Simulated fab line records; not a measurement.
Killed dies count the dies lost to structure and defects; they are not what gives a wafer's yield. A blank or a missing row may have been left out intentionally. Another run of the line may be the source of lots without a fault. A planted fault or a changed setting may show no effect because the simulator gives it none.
fab line records	flow sky130
record: lots: 6	wafers: 18	last-day: 50
route steps=708 shown LOCAL_INTERCONNECT@388 PAD_OPEN@708
lots untouched by any fault: they come from a run of this same line in which no faults occurred
start-h: the number of hours between the record's first day and the start of the first shown wafer of the lot	wait-h: hours from the lot's prior step to this one	" repeats the value in the row above	L1.1+2: one row covering several wafers at once	- no value, or no start given	* or withheld: withheld	< > ~ a bound
route shown NAME@n: NAME is a module with steps in the file, n the number in the route of the first one	usual: mean/standard deviation of fault-free wafers	same: alike in all rows	chamber/n: place in a boat	sites: each site's reading	_std_site: their standard deviation	_edge_site: mean of outer sites minus mean of inner sites	radius-mm: for every site, how far away it sits from the centre of the wafer	mask NAME#n: copy n	behind: the last tool/chamber to shape the wafer	hold: what put the lot on hold/how long, in hours/how the hold closed	device: names the non-switching transistor (n, p or np)	end of line: the same wafers' tests at the end of the route	where a step has no rows: the recipe by itself	killed: the dies lost at the first sort to structure and to defects; this is not the yield of the wafer	map: the dies of a wafer, with x for killed, . for not killed, _ for no die there
set.NAME: setting as actually run; set.NAME@STEP: the setting as run at that earlier step	model.NAME: the simulator's own value behind a step, which no gauge read
a table for each step, a row for each wafer; lots at some steps of the route
services: from which hour (start-h, from the record's first day; less than 0 if before it) a tool's chamber was out of use, for how many hours, and why
== steps ==
step: SKY_LOCAL_INTERCONNECT_RS_MEAS_01
recipe: thk-meas-gauge: four-point-probe	reads: TiN_of_LOCAL_INTERCONNECT_SPUTTER_00
usual: LOCAL_INTERCONNECT_TIN_RS: 14.21/0.13
lot.wafer	tool	chamber	start-h	wait-h	LOCAL_INTERCONNECT_TIN_RS[ohm/sq]
L100.1	film-metro-04	-	704.38	0.0	14.29
L100.2	"	-	"	"	14.29
L100.4	"	-	"	"	14.19
L106.1	film-metro-01	-	745.59	0.0	14.15
L106.5	"	-	"	"	14.15
L106.6	"	-	"	"	13.97
L109.1	film-metro-01	-	782.91	0.0	14.24
L109.4	"	-	"	"	14.11
L109.6	"	-	"	"	14.26
L111.1	film-metro-03	-	784.43	0.0	14.15
L111.3	"	-	"	"	14.04
L111.4	"	-	"	"	14.21
L115.4	film-metro-03	-	806.52	0.1	13.98
L115.5	"	-	"	"	14.05
L115.6	"	-	"	"	14.04
L120.1	film-metro-03	-	840.83	0.0	14.31
L120.3	"	-	"	"	14.20
L120.5	"	-	"	"	14.43
step: SKY_LOCAL_INTERCONNECT_THK_MEAS_02
recipe: thk-meas-gauge: xrf	reads: TiN_of_LOCAL_INTERCONNECT_SPUTTER_00
usual: LOCAL_INTERCONNECT_TIN_THK: 99.3/0.94
lot.wafer	tool	chamber	start-h	wait-h	LOCAL_INTERCONNECT_TIN_THK[nm]
L100.1	film-metro-04	-	704.50	0.1	98.5
L100.2	"	-	"	"	98.7
L100.4	"	-	"	"	99.4
L106.1	film-metro-01	-	745.71	0.1	99.5
L106.5	"	-	"	"	99.8
L106.6	"	-	"	"	100.4
L109.1	film-metro-01	-	783.03	0.1	98.7
L109.4	"	-	"	"	99.5
L109.6	"	-	"	"	98.3
L111.1	film-metro-03	-	784.55	0.1	100.1
L111.3	"	-	"	"	100.3
L111.4	"	-	"	"	99.2
L115.4	film-metro-03	-	806.61	0.1	101.2
L115.5	"	-	"	"	100.6
L115.6	"	-	"	"	101.0
L120.1	film-metro-03	-	840.95	0.1	99.0
L120.3	"	-	"	"	99.1
L120.5	"	-	"	"	97.6
step: SKY_LOCAL_INTERCONNECT_DEHYDRATE_03
recipe: temp-c: 200	time-s: 60
step: SKY_LOCAL_INTERCONNECT_HMDS_04
recipe: prime-time-s: 60	prime-temp-c: 120
step: SKY_LOCAL_INTERCONNECT_COAT_05
recipe: resist: BARC	temp-c: withheld	time-s: withheld	spin-rpm: 3000	resist-thk-nm: 60
step: SKY_LOCAL_INTERCONNECT_COAT_06
recipe: resist: KrF-thick	spin-rpm: 3000	resist-thk-nm: 450
step: SKY_LOCAL_INTERCONNECT_SOFTBAKE_07
recipe: temp-c: 100	time-s: 90	resist: KrF-thick
step: SKY_LOCAL_INTERCONNECT_EXPOSE_08
recipe: mask-id: LI1M	na: 0.8	source-shape: annular	sigma-inner: 0.55	sigma-outer: 0.85	target-cd-nm: 170	dose-mj: 28
step: SKY_LOCAL_INTERCONNECT_PEB_09
recipe: peb-temp-c: withheld	peb-time-s: withheld	resist: KrF-thick
step: SKY_LOCAL_INTERCONNECT_DEVELOP_10
recipe: develop-time-s: 60	resist: KrF-thick	dev-temp-c: 21
step: SKY_LOCAL_INTERCONNECT_CD_MEAS_11
recipe: target-cd-nm: 170
usual: cd-nm: 169.9/1.3
lot.wafer	tool	chamber	start-h	wait-h	cd-nm
L100.1	cd-sem-01	-	732.38	-	168.5
L100.2	"	-	"	"	169.3
L100.4	"	-	"	"	168.1
L106.1	cd-sem-02	-	772.60	-	171.5
L106.5	"	-	"	"	171.2
L106.6	"	-	"	"	171.0
L109.1	cd-sem-01	-	809.60	-	168.8
L109.4	"	-	"	"	169.6
L109.6	"	-	"	"	171.2
L111.1	cd-sem-02	-	811.70	-	170.0
L111.3	"	-	"	"	172.3
L111.4	"	-	"	"	172.7
L115.4	cd-sem-02	-	832.97	-	169.6
L115.5	"	-	"	"	169.3
L115.6	"	-	"	"	168.4
L120.1	cd-sem-02	-	866.85	-	170.5
L120.3	"	-	"	"	168.6
L120.5	"	-	"	"	171.0
step: SKY_LOCAL_INTERCONNECT_OVL_MEAS_12
usual: LOCAL_INTERCONNECT_OVL: -1/5.3
lot.wafer	tool	chamber	start-h	wait-h	LOCAL_INTERCONNECT_OVL[nm]
L100.1	overlay-01	-	732.50	0.1	4
L100.2	"	-	"	"	4
L100.4	"	-	"	"	-1
L106.1	overlay-01	-	772.72	0.1	-12
L106.5	"	-	"	"	-12
L106.6	"	-	"	"	-1
L109.1	overlay-02	-	809.72	0.1	7
L109.4	"	-	"	"	5
L109.6	"	-	"	"	2
L111.1	overlay-02	-	811.82	0.1	-6
L111.3	"	-	"	"	1
L111.4	"	-	"	"	-1
L115.4	overlay-02	-	833.05	0.1	2
L115.5	"	-	"	"	-2
L115.6	"	-	"	"	-6
L120.1	overlay-02	-	866.97	0.1	-1
L120.3	"	-	"	"	-5
L120.5	"	-	"	"	1
step: SKY_LOCAL_INTERCONNECT_ETCH_13
recipe: chemistry: N2/H2	target: BARC	ion-energy-ev: 200	bias-w: 100	pressure-mtorr: 30	n2-flow-sccm: 100	h2-flow-sccm: 200	icp-w: 500	stop-on: SiO2	time-s: 45.9	target-depth-a: 600
usual: bias-w: 100.0/0.31	drypump-motor-current-A: 5.5/0.36	h2-flow-sccm: 200.0/0.64	oes-product-au: 0.854/0.005	throttle-valve-pct: 13.225/0.0082
lot.wafer	tool	chamber	start-h	wait-h	bias-w	drypump-motor-current-A	h2-flow-sccm	oes-product-au	rf-hours-counter-h	throttle-valve-pct	model.KrF-thick_of_LOCAL_INTERCONNECT_COAT_06.thk-nm	model.etch.depth-nm	model.LOCAL_INTERCONNECT.cd-nm
L100.1	rie-metal-03	0	732.53	0.0	100.2	5.5	200.9	0.858	12	13.238	392.7	60.08	169
L100.2	"	1	"	"	99.7	5.1	200.7	0.861	3	13.221	392.4	60.26	169.2
L100.4	"	1	"	"	99.3	5.1	200.4	0.858	-	13.228	390.9	60.31	168.1
L106.1	rie-metal-04	0	772.75	0.0	99.7	5.7	200.8	0.855	13	13.236	390.6	60.06	171.7
L106.5	"	0	"	"	99.8	5.7	200.1	0.864	-	13.225	391	60.21	172.1
L106.6	"	1	"	"	100.1	5.8	199.7	0.860	-	13.230	388.7	60.02	172.6
L109.1	rie-metal-02	1	809.75	0.0	100.7	5.7	200.2	0.848	8	13.237	392.6	59.85	168.9
L109.4	"	0	"	"	100.4	4.8	199.6	0.850	-	13.242	391.7	59.84	168.8
L109.6	"	0	"	"	100.4	4.8	199.9	0.842	-	13.231	392.7	59.59	171.2
L111.1	rie-metal-02	0	811.85	0.0	100.3	4.8	199.8	0.850	14	13.217	395.3	60.14	170.3
L111.3	"	0	"	"	99.8	4.8	200.5	0.852	-	13.228	396	60.08	172.2
L111.4	"	1	"	"	100.2	5.8	201.6	0.855	-	13.222	395.2	60.05	172.6
L115.4	rie-metal-04	1	833.09	0.0	100.3	5.8	200.3	0.857	-	13.232	393.8	59.88	171.6
L115.5	"	1	"	"	99.4	5.8	200.5	0.859	-	13.219	392.8	60.04	170.6
L115.6	"	0	"	"	100.3	5.7	200.0	0.737	-	13.216	411.7	45.16	172.2
L120.1	rie-metal-04	1	867.00	0.0	100.2	5.8	200.0	0.855	13	13.231	389.1	59.7	171.8
L120.3	"	0	"	"	99.6	5.7	199.6	0.728	-	13.221	409.4	44.46	172.9
L120.5	"	0	"	"	100.3	5.7	199.2	0.850	-	13.232	390.5	59.73	171.7
step: SKY_LOCAL_INTERCONNECT_METAL_ETCH_14
recipe: target-depth-nm: 110	stop-on: PSG	chemistry: Cl2/BCl3	target: TiN	resist-sidewall-deg: 88	pressure-mtorr: 10	icp-w: 900	bias-w: 48.5	Cl2_flow_sccm: 60	bcl3-flow-sccm: 30	time-s: 31.4
usual: bias-w: 48.49/0.12	drypump-motor-current-A: 5.5/0.36	oes-product-au: 0.938/0.0065	throttle-valve-pct: 21.902/0.011
lot.wafer	tool	chamber	start-h	wait-h	bias-w	drypump-motor-current-A	oes-product-au	rf-hours-counter-h	throttle-valve-pct	model.KrF-thick_of_LOCAL_INTERCONNECT_COAT_06.thk-nm	model.LOCAL_INTERCONNECT.cd-nm
L100.1	rie-metal-03	0	732.60	0.0	48.70	5.5	0.935	12	21.907	348.7	168.8
L100.2	"	1	"	"	48.54	5.1	0.939	3	21.897	348	169.8
L100.4	"	1	"	"	48.52	5.1	0.938	-	21.909	346.8	168.7
L106.1	rie-metal-04	0	772.82	0.0	48.33	5.7	0.947	13	21.917	347	172.2
L106.5	"	0	"	"	48.37	5.7	0.940	-	21.906	347.1	172.8
L106.6	"	1	"	"	48.68	5.8	0.949	-	21.879	344.5	171.5
L109.1	rie-metal-02	1	809.82	0.0	48.59	5.7	0.937	8	21.894	350.2	169.5
L109.4	"	0	"	"	48.45	4.8	0.935	-	21.907	348.8	168.4
L109.6	"	0	"	"	48.42	4.8	0.934	-	21.899	349.6	171.3
L111.1	rie-metal-02	0	811.92	0.0	48.15	4.8	0.941	14	21.909	352.5	170
L111.3	"	0	"	"	48.40	4.8	0.939	-	21.902	353.1	172.3
L111.4	"	1	"	"	48.44	5.7	0.939	-	21.891	352.8	173.4
L115.4	rie-metal-04	1	833.15	0.0	48.53	5.8	0.951	-	21.906	349.1	170.7
L115.5	"	1	"	"	48.57	5.8	0.943	-	21.888	348.4	168.7
L115.6	"	0	"	"	48.50	5.7	0.373	-	22.268	367.6	172.5
L120.1	rie-metal-04	1	867.07	0.0	48.44	5.8	0.934	14	21.900	344.6	170
L120.3	"	0	"	"	48.72	5.7	0.379	-	22.271	365.1	172.3
L120.5	"	0	"	"	48.46	5.7	0.924	-	21.900	346.7	171.4
step: SKY_LOCAL_INTERCONNECT_STRIP_15
recipe: chemistry: O2/N2	power-w: 1400	pressure-mtorr: 1500	platen-temp-c: withheld	o2-flow-sccm: 3000	n2-flow-sccm: 300	overash-fraction: 0.5
usual: drypump-motor-current-A: 5.8/0.3	oes-product-au: 0.427/0.0043	strip-time-to-endpoint-s: 4.719/0.024
lot.wafer	tool	chamber	start-h	wait-h	drypump-motor-current-A	oes-product-au	rf-hours-counter-h	strip-time-to-endpoint-s
L100.1	plasma-asher-04	1	732.65	0.0	6.3	0.422	91	4.736
L100.2	"	0	"	"	5.7	0.432	91	4.727
L100.4	"	0	"	"	5.7	0.430	-	4.713
L106.1	plasma-asher-01	0	772.87	0.0	5.5	0.421	37	4.700
L106.5	"	0	"	"	5.5	0.427	-	4.711
L106.6	"	1	"	"	5.4	0.427	-	4.700
L109.1	plasma-asher-04	0	809.87	0.0	5.7	0.423	99	4.731
L109.4	"	1	"	"	6.3	0.427	-	4.731
L109.6	"	0	"	"	5.8	0.430	-	4.726
L111.1	plasma-asher-04	1	811.97	0.0	6.3	0.425	99	4.765
L111.3	"	0	"	"	5.8	0.427	-	4.782
L111.4	"	1	"	"	6.3	0.426	-	4.764
L115.4	plasma-asher-04	0	833.22	0.1	5.7	0.429	-	4.726
L115.5	"	0	"	"	5.8	0.430	-	4.721
L115.6	"	1	"	"	6.4	0.437	-	4.919
L120.1	plasma-asher-02	1	867.12	0.0	5.8	0.424	12	4.678
L120.3	"	0	"	"	5.8	0.431	-	4.894
L120.5	"	0	"	"	5.8	0.421	-	4.703
step: SKY_LOCAL_INTERCONNECT_STRIP_16
recipe: chemistry: post-etch-residue-remover	time-s: 1200	temp-c: 72.5
step: SKY_PAD_OPEN_PROBE_99
usual: killed_at_M0_to_M3: 43/6.8	killed_at_M4_up: 3.0/1.6	killed-at-contacts: 25/6	killed-at-front-end: 15/4.4	killed-at-other: 0.3/0.52	killed-dies: 86/9.6	killed-on-rim: 17/3.5	killed-open: 47/6.7	killed-short: 39/6.8
same: gross-dies: 492	killed-at-back-side: 0
lot.wafer	tool	chamber	start-h	wait-h	killed_at_M0_to_M3	killed_at_M4_up	killed-at-contacts	killed-at-front-end	killed-at-other	killed-dies	killed-on-rim	killed-open	killed-short
L111.1	prober-01	-	1154.73	0.1	57	4	20	18	0	99	20	56	43
L111.3	prober-01	-	1154.83	0.2	49	1	30	11	1	92	23	45	47
L111.4	prober-01	-	1154.88	0.2	53	2	15	14	1	85	15	50	35
L115.4	prober-02	-	1170.68	0.2	35	2	35	9	0	81	16	49	32
L115.5	prober-02	-	1170.73	0.2	35	8	27	16	1	87	9	47	39
L115.6	prober-02	-	1170.78	0.2	44	4	425	16	0	489	96	53	36
L120.1	prober-01	-	1190.38	0.1	40	1	23	14	0	78	15	39	38
L120.3	prober-01	-	1190.48	0.2	45	4	415	26	0	490	96	54	47
L120.5	prober-01	-	1190.58	0.2	37	3	29	13	1	83	20	47	35
killed by level:class
L111.1 VIA1:geometric-particle:open=12 VIA2:geometric-particle:open=11 VIA1:geometric-particle:short=8 CONTACT:geometric-particle:open=7 VIA3:geometric-particle:open=7 SPACER:geometric-particle:open=5 METAL2:geometric-particle:short=5 VIA3:geometric-particle:short=5
L111.3 VIA1:geometric-particle:open=11 LI_CONTACT:geometric-particle:open=8 LOCAL_INTERCONNECT:geometric-particle:short=8 CONTACT:geometric-particle:open=8 VIA2:geometric-particle:open=6 CONTACT:geometric-particle:short=6 METAL1:geometric-particle:short=6 VIA3:geometric-particle:open=5
L111.4 VIA1:geometric-particle:open=13 VIA3:geometric-particle:open=8 FIELD_ISO:geometric-particle:open=7 VIA2:geometric-particle:open=7 CONTACT:geometric-particle:open=7 METAL1:geometric-particle:short=7 FIELD_ISO:geometric-particle:short=5 CONTACT:geometric-particle:short=4
L115.4 LI_CONTACT:geometric-particle:open=13 VIA1:geometric-particle:open=12 CONTACT:geometric-particle:open=8 LI_CONTACT:geometric-particle:short=5 CONTACT:geometric-particle:short=5 VIA2:geometric-particle:open=5 LOCAL_INTERCONNECT:geometric-particle:short=4 METAL1:geometric-particle:short=3
L115.5 VIA1:geometric-particle:open=12 CONTACT:geometric-particle:open=10 POLY_GATE:geometric-particle:open=6 METAL4:geometric-particle:short=6 FIELD_ISO:geometric-particle:short=5 LI_CONTACT:geometric-particle:open=5 LOCAL_INTERCONNECT:geometric-particle:short=5 METAL1:geometric-particle:short=5
L115.6 LOCAL_INTERCONNECT:area-etch=400 LI_CONTACT:geometric-particle:open=11 VIA3:geometric-particle:open=10 VIA1:geometric-particle:open=9 VIA2:geometric-particle:open=7 CONTACT:geometric-particle:open=6 VIA1:geometric-particle:short=5 METAL4:geometric-particle:short=4
L120.1 CONTACT:geometric-particle:open=10 VIA2:geometric-particle:open=9 LI_CONTACT:geometric-particle:short=6 VIA1:geometric-particle:short=6 METAL2:geometric-particle:short=5 VIA3:geometric-particle:open=5 POLY_GATE:geometric-particle:short=4 VIA1:geometric-particle:open=4
L120.3 LOCAL_INTERCONNECT:area-etch=388 LI_CONTACT:geometric-particle:open=11 VIA1:geometric-particle:open=8 CONTACT:geometric-particle:open=7 VIA3:geometric-particle:open=7 VIA2:geometric-particle:open=7 FIELD_ISO:geometric-particle:short=6 FIELD_ISO:geometric-particle:open=5
L120.5 CONTACT:geometric-particle:open=12 VIA2:geometric-particle:open=9 VIA1:geometric-particle:open=9 LI_CONTACT:geometric-particle:open=6 LI_CONTACT:geometric-particle:short=5 LOCAL_INTERCONNECT:geometric-particle:short=5 FIELD_ISO:geometric-particle:open=4 METAL1:geometric-particle:short=4
map L115.6 (x killed, . not)
__________xxxxxxxxxx_________
________xxxxxxxxxxxxxx_______
______xxxxxxxxxxxxxxxxxx_____
_____xxxxxxxxxxxxxxxxxxxx____
____xxxxxxxxxxxxxxxxxxxxxx___
___xxxxxxxxxxxxxxxxxxxxxxxx__
__xxxxxxxxxxxxxxx.xxxxxxxxxx_
_xxxxxxxxxxxxxxx.xxxxxxxxxxxx
_xxxxxxxxxxxxxxxxxxxxxxxxxxxx
_xxxxxxxxxxxxxxxxxxxxxxxxxxxx
_xxxxxxxxxxxxxxxxxxx.xxxxxxxx
_xxxxxxxxxxxxxxxxxxxxxxxxxxxx
_xxxxxxxxxxxxxxxxxxxxxxxxxxxx
_xxxxxxxxxxxxxxxxxxxxxxxxxxxx
_xxxxxxxxxxxxxxxxxxxxxxxxxxxx
__xxxxxxxxxxxxxxxxxxxxxxxxxx_
___xxxxxxxxxxxxxxxxxxxxxxxx__
____xxxxxxxxxxxxxxxxxxxxxx___
_____xxxxxxxxxxxxxxxxxxxx____
______xxxxxxxxxxxxxxxxxx_____
________xxxxxxxxxxxxxx_______
__________xxxxxxxxxx_________
map L120.3 (x killed, . not)
__________xxxxxxxxxx_________
________xxxxxxxxxxxxxx_______
______xxxxxxxxxxxxxxxxxx_____
_____xxxxxxxxxxxxxxxxxxxx____
____xxxxxxxxxxxxxxxxxxxxxx___
___xxxxxxxxxxxxxxxxxxxxxxxx__
__xxxxxxxxxxxxxxxxxxxxxxxxxx_
_xxxxxxxxxxxxxxxxxxxxxxxxxxxx
_xxxxxxxxxxxxxxxxxx..xxxxxxxx
_xxxxxxxxxxxxxxxxxxxxxxxxxxxx
_xxxxxxxxxxxxxxxxxxxxxxxxxxxx
_xxxxxxxxxxxxxxxxxxxxxxxxxxxx
_xxxxxxxxxxxxxxxxxxxxxxxxxxxx
_xxxxxxxxxxxxxxxxxxxxxxxxxxxx
_xxxxxxxxxxxxxxxxxxxxxxxxxxxx
__xxxxxxxxxxxxxxxxxxxxxxxxxx_
___xxxxxxxxxxxxxxxxxxxxxxxx__
____xxxxxxxxxxxxxxxxxxxxxx___
_____xxxxxxxxxxxxxxxxxxxx____
______xxxxxxxxxxxxxxxxxx_____
________xxxxxxxxxxxxxx_______
__________xxxxxxxxxx_________
== services ==
tool	chamber	start-h	hours	kind
plasma-asher-02	-	733.77	9.0	pm
plasma-asher-02	0	733.77	9.0	vent-cycle
plasma-asher-02	1	733.77	9.0	vent-cycle
plasma-asher-02	0	742.77	-	clean
plasma-asher-02	1	742.77	-	clean
rie-metal-03	0	749.87	-	clean
rie-metal-03	0	749.87	17.5	scheduled-down
rie-metal-03	0	749.87	17.5	vent-cycle
rie-metal-02	0	751.79	1.2	repair
rie-metal-04	-	755.94	14.6	pm
rie-metal-03	-	803.73	15.6	pm
plasma-asher-02	-	816.53	2.8	pm
rie-metal-02	-	838.41	1.1	repair
plasma-asher-01	-	859.76	8.6	pm
== key ==
first-sign: step: SKY_LOCAL_INTERCONNECT_ETCH_13	reading: oes-product-au	direction: down	sigmas: 24	usual: 0.854	struck: 0.733
effect: step: SKY_LOCAL_INTERCONNECT_METAL_ETCH_14	reading: oes-product-au	direction: down	sigmas: 86	usual: 0.938	struck: 0.376
effect: step: SKY_LOCAL_INTERCONNECT_STRIP_15	reading: strip-time-to-endpoint-s	direction: up	sigmas: 7.8	usual: *	struck: *
effect: step: SKY_PAD_OPEN_PROBE_99	reading: killed-at-contacts	direction: up	sigmas: 66	usual: 25	struck: 420
model-effect: step: SKY_LOCAL_INTERCONNECT_ETCH_13	value: KrF-thick_of_LOCAL_INTERCONNECT_COAT_06.thk-nm	without: 392.2	struck: 410.5
model-effect: step: SKY_LOCAL_INTERCONNECT_METAL_ETCH_14	value: KrF-thick_of_LOCAL_INTERCONNECT_COAT_06.thk-nm	without: 348.1	struck: 366.4
more-kills-born-at: SKY_LOCAL_INTERCONNECT_ETCH_13@rie-metal-04: 788
met-at SKY_LOCAL_INTERCONNECT_ETCH_13
struck-wafers L115.6,L120.3
later-rows-left-out L115.6,L120.3
tester-left-out L115,L120
onset-between 772.75 833.09
fault: kind: process-parameter-drift	tool: rie-metal-04	chamber: -	onset-h: 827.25	steps: SKY_LOCAL_INTERCONNECT_ETCH_13	channel: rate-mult	offset: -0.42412	shape: step	end-h: 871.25	scope: struck-wafers-only
tester-left-out: of these lots the tester's yield and bins aren't shown, on N5 and GAA mostly nor the transistor test; their killed dies are dies lost to structure and defects alone, not to doping, threshold or leakage, so they don't give the yield
later-rows-left-out: the simulator's readings of these wafers behind a module that went badly wrong aren't trusted and aren't shown, but for the sort
